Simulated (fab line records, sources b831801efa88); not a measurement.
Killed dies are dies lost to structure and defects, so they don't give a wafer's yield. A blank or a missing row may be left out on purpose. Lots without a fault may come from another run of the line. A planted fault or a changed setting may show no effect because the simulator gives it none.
Which tool did it? | flow sky130 | 7 lots, 21 wafers sampled, at 1 step of a route of 708

WHAT THE GAUGES READ, wafer by wafer
SKY_METAL3_OVL_MEAS_14.
lot  | measured     | on         | METAL3_OVL (nm)
L687 | day 38 06:35 | overlay-01 | 1 1 -6
L693 | day 40 07:44 | overlay-01 | -4 -13 -4
L695 | day 40 17:56 | overlay-02 | 5 -1 -2
L698 | day 41 17:33 | overlay-02 | 4 -3 8
L700 | day 42 08:48 | overlay-01 | 6 8 7
L702 | day 42 15:59 | overlay-01 | 0 3 -5
L709 | day 44 20:26 | overlay-01 | -2 -5 -3

WHICH TOOL RAN EACH LOT (tool, then ch and the chambers of the sampled wafers, then the start)
The record holds no process step before these readings.

THE ANSWER, worked out from the rows above alone
Rule: what is usual is taken from the lots themselves. Put in order of their means at a reading, lots are off if they are a third of the lots or fewer, leave a main group of 4 or more, and stand apart from it by a gap of 3 or more times the standard deviation of the main group's means; of several such gaps the widest counts. A main group whose means are all the same, to the digits that the tables above print for the reading, isn't used. A lot without any number at a reading at which 4 lots or more have one is off too. The other lots that the step has rows for count as sound.
No lot is off at any reading shown: from this, nothing can be told.

WHAT THE SIMULATOR HAD PUT IN
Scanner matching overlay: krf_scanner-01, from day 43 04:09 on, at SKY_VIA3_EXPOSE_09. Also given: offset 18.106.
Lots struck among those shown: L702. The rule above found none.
